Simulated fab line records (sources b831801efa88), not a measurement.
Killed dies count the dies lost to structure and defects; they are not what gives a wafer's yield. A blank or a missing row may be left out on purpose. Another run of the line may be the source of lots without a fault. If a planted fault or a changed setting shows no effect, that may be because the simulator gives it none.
2 desks, one fault    flow gf180mcu    every desk sees just its own numbers, and what lay behind them comes last

DESK OF THE TOOL OWNER: furnace-01
The tool's own readings at GF_DUAL_GATE_OXIDATION_02 (stabilise 600 s, purge 300 s, target thk 10.887 nm): means of the sampled wafers that have a number, for each lot that ran on this tool. A lot is out of limits, marked OUT, if its mean lies more than 4 standard deviations from the usual mean; the brackets give that distance.
Columns: A = spikeTcBottomC at GF_DUAL_GATE_OXIDATION_02, usual 916.4 C; B = spikeTcCentreC at GF_DUAL_GATE_OXIDATION_02, usual 900.7 C; C = spikeTcLowerC at GF_DUAL_GATE_OXIDATION_02, usual 901.2 C; D = spikeTcTopC at GF_DUAL_GATE_OXIDATION_02, usual 909.8 C; E = spikeTcUpperC at GF_DUAL_GATE_OXIDATION_02, usual 900.0 C; F = tubeCenterTempC at GF_DUAL_GATE_OXIDATION_02, usual 900 C; G = tube_center_temp_C_max at GF_DUAL_GATE_OXIDATION_02, usual 902.4
lot   first seen here  A                 B                C                D                 E                F                      G
L670  day 7 14:02      918.3             900.3            901.2            911.0             899.9            900                    902.7
L671  day 7 21:37      918.5             901.7            901.1            910.1             900.2            900                    902.3
L672  day 8 03:31      917.6             900.6            901.9            911.2             900.8            900                    902.2
L675  day 9 00:04      918.3             900.5            900.5            910.7             900.4            900                    902.3
L678  day 9 20:31      919.3             900.1            901.9            911.0             899.3            900                    902.2
L681  day 10 16:46     917.9             900.4            901.1            910.9             898.5            900                    902.8
L688  day 12 20:19     903.2 (-5.7) OUT  886.1 (-15) OUT  885.3 (-14) OUT  895.9 (-8.7) OUT  884.8 (-14) OUT  885 (-99 or more) OUT  886.7 (-39) OUT
L691  day 13 10:47     903.3 (-5.7) OUT  885.7 (-15) OUT  884.8 (-15) OUT  896.0 (-8.6) OUT  884.4 (-14) OUT  885 (-99 or more) OUT  887.3 (-38) OUT
Finding of this desk: L688, L691 out of limits; the first was L688 at day 12 20:19, on spikeTcBottomC at GF_DUAL_GATE_OXIDATION_02. L670, L671, L672, L675, L678, L681 stayed within limits.

METROLOGY DESK
Means of the sampled wafers that have a number, per lot and without regard to the tool the lot ran on: this is what the gauges read. A lot is out of limits, marked OUT, if its mean lies more than 4 standard deviations from the usual mean; the brackets give that distance.
Columns: A = VT_IMPLANT_TW at GF_VT_IMPLANT_TW_MEAS_10, usual 564; B = VT_IMPLANT_3_TW at GF_VT_IMPLANT_TW_MEAS_32, usual 272.7; C = VT_IMPLANT_03_OVL at GF_VT_IMPLANT_OVL_MEAS_40, usual 0.8 nm; D = DUAL_GATE_OXIDATION_00_THK at GF_DUAL_GATE_THK_MEAS_03, usual 10.85 nm
lot   first seen here  A    B      C     D
L670  day 5 15:28      559  274.7  -0.4  10.95
L671  day 5 21:43      565  273.6  0.0   10.86
L672  day 6 02:35      571  266.7  1.7   10.80
L674  day 6 13:16      558  273.1  0.5   10.90
L675  day 6 22:28      570  275.4  0.8   10.80
L678  day 7 16:08      568  272.8  0.8   10.56
L679  day 7 22:43      570  273.0  0.5   10.81
L681  day 8 10:58      568  272.2  -0.6  11.30
L683  day 9 05:36      568  273.7  1.7   10.86
L684  day 9 14:52      558  273.2  0.7   10.82
L686  day 9 20:56      569  272.5  0.2   10.57
L688  day 10 11:01     569  275.8  -0.9  9.28 (-7.8) OUT
L691  day 10 23:18     568  273.4  0.1   8.97 (-9.4) OUT
L693  day 11 13:22     567  275.0  1.4   10.84
This desk's finding: out of limits on L688, L691; first on L688, day 12 21:46 (DUAL_GATE_OXIDATION_00_THK at GF_DUAL_GATE_THK_MEAS_03). L670, L671, L672, L674, L675, L678, L679, L681, L683, L684, L686, L693 stayed within limits.

BROUGHT TOGETHER
The tool owner's desk had the chance to raise an alarm at day 12 20:19 on L688, L691.
L688, L691 would have let the metrology desk raise an alarm at day 12 21:46.
GF_DUAL_GATE_OXIDATION_02 was run on furnace-01 by each of the lots named.

WHAT THE SIMULATOR HAD INSERTED
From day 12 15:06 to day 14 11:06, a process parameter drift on furnace-01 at GF_DUAL_GATE_OXIDATION_02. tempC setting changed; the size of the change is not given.
Shown lots that were struck: L688, L691.
Delay (hours) between the fault's onset and each desk's first out-of-limits reading: 5 at the tool owner's desk, 7 at the metrology desk.
